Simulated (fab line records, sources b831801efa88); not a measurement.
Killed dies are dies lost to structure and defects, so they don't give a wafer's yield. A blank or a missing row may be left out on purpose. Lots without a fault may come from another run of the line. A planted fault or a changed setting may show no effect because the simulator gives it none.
Which tool did it? | flow gf180mcu | 24 lots, 72 wafers sampled, at 5 steps of a route of 602

WHAT THE GAUGES READ, wafer by wafer
GF_M4_THK_MEAS_06: measures by xrf.
lot  | measured     | on            | M4_ALCU_THK (nm)
L074 | day 22 13:57 | film_metro-01 | 443 437 441
L075 | day 22 21:29 | film_metro-01 | 439 449 444
L076 | day 23 10:10 | film_metro-02 | 458 446 451
L077 | day 23 14:28 | film_metro-03 | 440 440 440
L078 | day 23 23:56 | film_metro-02 | 448 453 440
L079 | day 24 08:49 | film_metro-03 | 444 448 445
L080 | day 24 18:37 | film_metro-02 | 435 440 436
L081 | day 25 06:25 | film_metro-01 | 459 459 453
L082 | day 25 11:49 | film_metro-02 | 435 433 436
L083 | day 25 17:46 | film_metro-03 | 441 446 450
L084 | day 26 01:44 | film_metro-02 | 453 442 442
L085 | day 26 13:03 | film_metro-02 | 454 456 453
L086 | day 26 17:57 | film_metro-02 | 438 444 444
L087 | day 26 23:57 | film_metro-02 | 443 445 447
L088 | day 27 07:10 | film_metro-02 | 441 441 445
L089 | day 27 14:32 | film_metro-03 | 452 450 454
L090 | day 27 20:18 | film_metro-03 | 459 444 451
L091 | day 28 09:32 | film_metro-03 | 441 442 444
L092 | day 28 11:14 | film_metro-01 | 446 454 447
L093 | day 28 15:05 | film_metro-03 | 435 429 429
L094 | day 28 20:37 | film_metro-01 | 449 450 455
L095 | day 29 10:17 | film_metro-02 | 438 435 437
L096 | day 29 14:04 | film_metro-01 | 440 449 442
L097 | day 29 17:47 | film_metro-02 | 456 443 445

WHICH TOOL RAN EACH LOT (tool, then ch and the chambers of the sampled wafers, then the start)
lot  | GF_HV_LDD_RTA_52                 | GF_M2_SPUTTER_02             | GF_M3_SPUTTER_04             | GF_V3_CVD_02
L074 | rtp_anneal-01 ch 0, day 12 11:26 | pvd_sputter-03, day 18 07:10 | pvd_sputter-04, day 20 10:24 | pecvd-02 ch 1,2, day 21 11:50
L075 | rtp_anneal-01 ch 0, day 12 20:01 | pvd_sputter-03, day 18 15:11 | pvd_sputter-02, day 20 19:20 | pecvd-04 ch 1,2, day 21 20:10
L076 | rtp_anneal-02 ch 0, day 13 06:25 | pvd_sputter-01, day 19 04:29 | pvd_sputter-04, day 21 08:36 | pecvd-03 ch 0,1,2, day 22 09:07
L077 | rtp_anneal-02 ch 0, day 13 08:43 | pvd_sputter-03, day 19 08:50 | pvd_sputter-04, day 21 12:47 | pecvd-03 ch 1,2, day 22 13:05
L078 | rtp_anneal-02 ch 0, day 13 18:04 | pvd_sputter-01, day 19 20:13 | pvd_sputter-03, day 21 22:32 | pecvd-04 ch 0,1, day 22 22:44
L079 | rtp_anneal-02 ch 0, day 14 01:24 | pvd_sputter-03, day 20 05:46 | pvd_sputter-04, day 22 08:08 | pecvd-03 ch 1,2, day 23 08:40
L080 | rtp_anneal-02 ch 0, day 14 10:53 | pvd_sputter-01, day 20 16:12 | pvd_sputter-04, day 22 18:23 | pecvd-03 ch 1,2, day 23 17:44
L081 | rtp_anneal-01 ch 0, day 14 20:41 | pvd_sputter-03, day 21 04:42 | pvd_sputter-02, day 23 06:50 | pecvd-04 ch 1,2, day 24 06:41
L082 | rtp_anneal-02 ch 0, day 15 04:34 | pvd_sputter-03, day 21 11:10 | pvd_sputter-04, day 23 12:51 | pecvd-03 ch 0,2, day 24 12:08
L083 | rtp_anneal-01 ch 0, day 15 10:04 | pvd_sputter-03, day 21 16:33 | pvd_sputter-02, day 23 18:08 | pecvd-04 ch 0,1,2, day 24 17:02
L084 | rtp_anneal-01 ch 0, day 15 17:26 | pvd_sputter-03, day 22 02:37 | pvd_sputter-02, day 24 03:23 | pecvd-02 ch 0,1,2, day 25 02:31
L085 | rtp_anneal-01 ch 0, day 16 08:07 | pvd_sputter-03, day 22 15:56 | pvd_sputter-02, day 24 15:26 | pecvd-03 ch 0,1,2, day 25 13:39
L086 | rtp_anneal-02 ch 0, day 16 11:38 | pvd_sputter-01, day 22 20:21 | pvd_sputter-02, day 24 20:35 | pecvd-02 ch 0,2, day 25 18:48
L087 | rtp_anneal-02 ch 0, day 16 17:55 | pvd_sputter-04, day 23 03:56 | pvd_sputter-02, day 25 03:18 | pecvd-04 ch 0,1,2, day 26 01:32
L088 | rtp_anneal-02 ch 0, day 17 01:53 | pvd_sputter-04, day 23 11:19 | pvd_sputter-03, day 25 09:48 | pecvd-04 ch 0,1,2, day 26 07:59
L089 | rtp_anneal-01 ch 0, day 17 10:55 | pvd_sputter-03, day 23 19:44 | pvd_sputter-04, day 25 18:37 | pecvd-04 ch 0,1,2, day 26 16:02
L090 | rtp_anneal-02 ch 0, day 17 17:52 | pvd_sputter-03, day 24 01:26 | pvd_sputter-04, day 25 23:40 | pecvd-03 ch 0,1, day 26 21:26
L091 | rtp_anneal-01 ch 0, day 18 09:52 | pvd_sputter-03, day 24 16:35 | pvd_sputter-02, day 26 14:20 | pecvd-03 ch 1,2, day 27 11:29
L092 | rtp_anneal-01 ch 0, day 18 11:02 | pvd_sputter-01, day 24 18:26 | pvd_sputter-04, day 26 16:08 | pecvd-03 ch 0,1,2, day 27 12:49
L093 | rtp_anneal-02 ch 0, day 18 18:20 | pvd_sputter-01, day 24 22:53 | pvd_sputter-03, day 26 20:07 | pecvd-03 ch 0,1,2, day 27 17:04
L094 | rtp_anneal-01 ch 0, day 18 23:46 | pvd_sputter-03, day 25 04:56 | pvd_sputter-04, day 27 01:45 | pecvd-02 ch 1,2, day 27 22:49
L095 | rtp_anneal-02 ch 0, day 19 15:58 | pvd_sputter-01, day 25 19:08 | pvd_sputter-02, day 27 16:05 | pecvd-02 ch 0,1,2, day 28 12:29
L096 | rtp_anneal-02 ch 0, day 19 22:04 | pvd_sputter-01, day 25 23:34 | pvd_sputter-02, day 27 19:25 | pecvd-02 ch 0,2, day 28 16:34
L097 | rtp_anneal-02 ch 0, day 20 05:13 | pvd_sputter-03, day 26 04:59 | pvd_sputter-04, day 27 23:59 | pecvd-02 ch 0,1,2, day 28 20:26
- GF_HV_LDD_RTA_52: time 10 s.
- GF_M2_SPUTTER_02: material AlCu, target thk 450 nm, time 23.9 s.
- GF_M3_SPUTTER_04: material TiN, target thk 50 nm, time 41.7 s.
- GF_V3_CVD_02: deposits SiO2 from TEOS, target thk 850 nm, time 94.851 s.

WHAT THE TOOLS THEMSELVES READ (means of the sampled wafers that have a number; where no wafer has one, the mark that the record gives instead)
GF_HV_LDD_RTA_52.
lot  | tool          | lamp_power_pct (%) | wafer_temp_C_max
L074 | rtp_anneal-01 | 28                 | 1006.0
L075 | rtp_anneal-01 | 28                 | 1005.2
L076 | rtp_anneal-02 | 34                 | 1004.6
L077 | rtp_anneal-02 | 34                 | 1004.9
L078 | rtp_anneal-02 | 34                 | 1005.0
L079 | rtp_anneal-02 | 34                 | 1003.6
L080 | rtp_anneal-02 | 34                 | 1004.3
L081 | rtp_anneal-01 | 28                 | 1005.6
L082 | rtp_anneal-02 | 34                 | 1005.0
L083 | rtp_anneal-01 | 28                 | 1005.5
L084 | rtp_anneal-01 | 28                 | 1006.2
L085 | rtp_anneal-01 | 28                 | 1005.3
L086 | rtp_anneal-02 | 34                 | 1004.2
L087 | rtp_anneal-02 | 34                 | 1003.8
L088 | rtp_anneal-02 | 34                 | 1005.5
L089 | rtp_anneal-01 | 28                 | 1005.5
L090 | rtp_anneal-02 | 34                 | 1004.2
L091 | rtp_anneal-01 | 28                 | 1005.2
L092 | rtp_anneal-01 | 28                 | 1004.9
L093 | rtp_anneal-02 | 34                 | 1003.9
L094 | rtp_anneal-01 | 28                 | 1005.1
L095 | rtp_anneal-02 | 34                 | 1005.3
L096 | rtp_anneal-02 | 34                 | 1005.2
L097 | rtp_anneal-02 | 34                 | 1004.5

GF_M2_SPUTTER_02.
lot  | tool           | throttle_valve_pct (%)
L074 | pvd_sputter-03 | 29.3
L075 | pvd_sputter-03 | 29.9
L076 | pvd_sputter-01 | 29.8
L077 | pvd_sputter-03 | 29.7
L078 | pvd_sputter-01 | 29.6
L079 | pvd_sputter-03 | 29.9
L080 | pvd_sputter-01 | 29.4
L081 | pvd_sputter-03 | 30.2
L082 | pvd_sputter-03 | 30.2
L083 | pvd_sputter-03 | 30.4
L084 | pvd_sputter-03 | 30.3
L085 | pvd_sputter-03 | 30.4
L086 | pvd_sputter-01 | 29.2
L087 | pvd_sputter-04 | 29.5
L088 | pvd_sputter-04 | 29.3
L089 | pvd_sputter-03 | 30.4
L090 | pvd_sputter-03 | 29.5
L091 | pvd_sputter-03 | 30.4
L092 | pvd_sputter-01 | 29.5
L093 | pvd_sputter-01 | 29.8
L094 | pvd_sputter-03 | 29.9
L095 | pvd_sputter-01 | 29.6
L096 | pvd_sputter-01 | 29.7
L097 | pvd_sputter-03 | 30.2

GF_M3_SPUTTER_04.
lot  | tool           | throttle_valve_pct (%)
L074 | pvd_sputter-04 | 28.8
L075 | pvd_sputter-02 | 29.6
L076 | pvd_sputter-04 | 29.7
L077 | pvd_sputter-04 | 29.3
L078 | pvd_sputter-03 | 30.0
L079 | pvd_sputter-04 | 28.8
L080 | pvd_sputter-04 | 29.7
L081 | pvd_sputter-02 | 29.5
L082 | pvd_sputter-04 | 29.5
L083 | pvd_sputter-02 | 29.8
L084 | pvd_sputter-02 | 29.5
L085 | pvd_sputter-02 | 29.6
L086 | pvd_sputter-02 | 29.8
L087 | pvd_sputter-02 | 29.5
L088 | pvd_sputter-03 | 29.4
L089 | pvd_sputter-04 | 29.0
L090 | pvd_sputter-04 | 30.0
L091 | pvd_sputter-02 | 29.7
L092 | pvd_sputter-04 | 29.6
L093 | pvd_sputter-03 | 30.0
L094 | pvd_sputter-04 | 29.1
L095 | pvd_sputter-02 | 29.7
L096 | pvd_sputter-02 | 29.3
L097 | pvd_sputter-04 | 29.9

GF_V3_CVD_02.
lot  | tool     | heater_power_w (W) | rf_fwd_power_W (W)
L074 | pecvd-02 | 738                | 594.5
L075 | pecvd-04 | 584                | 597.3
L076 | pecvd-03 | 624                | 597.8
L077 | pecvd-03 | 665                | 596.3
L078 | pecvd-04 | 628                | 597.6
L079 | pecvd-03 | 645                | 594.6
L080 | pecvd-03 | 672                | 596.2
L081 | pecvd-04 | 611                | 597.0
L082 | pecvd-03 | 621                | 596.3
L083 | pecvd-04 | 676                | 598.0
L084 | pecvd-02 | 730                | 595.7
L085 | pecvd-03 | 582                | 595.7
L086 | pecvd-02 | 721                | 593.1
L087 | pecvd-04 | 632                | 596.3
L088 | pecvd-04 | 625                | 596.0
L089 | pecvd-04 | 609                | 595.7
L090 | pecvd-03 | 646                | 595.7
L091 | pecvd-03 | 659                | 595.8
L092 | pecvd-03 | 668                | 593.9
L093 | pecvd-03 | 667                | 597.1
L094 | pecvd-02 | 732                | 592.5
L095 | pecvd-02 | 760                | 593.8
L096 | pecvd-02 | 706                | 597.5
L097 | pecvd-02 | 715                | 595.8

THE ANSWER, worked out from the rows above alone
Rule: what is usual is taken from the lots themselves. Put in order of their means at a reading, lots are off if they are a third of the lots or fewer, leave a main group of 4 or more, and stand apart from it by a gap of 3 or more times the standard deviation of the main group's means; of several such gaps the widest counts. A main group whose means are all the same, to the digits that the tables above print for the reading, isn't used. A lot without any number at a reading at which 4 lots or more have one is off too. The other lots that the step has rows for count as sound. The gauges are gone through in route order, then the tools' own readings, and for those a lot's mean is taken as printed above. The first step at which some lot is off is used, and at that step the reading that is off furthest; a lot without a number counts as furthest.
No lot is off at any reading shown: from this, nothing can be told.

WHAT THE SIMULATOR HAD PUT IN
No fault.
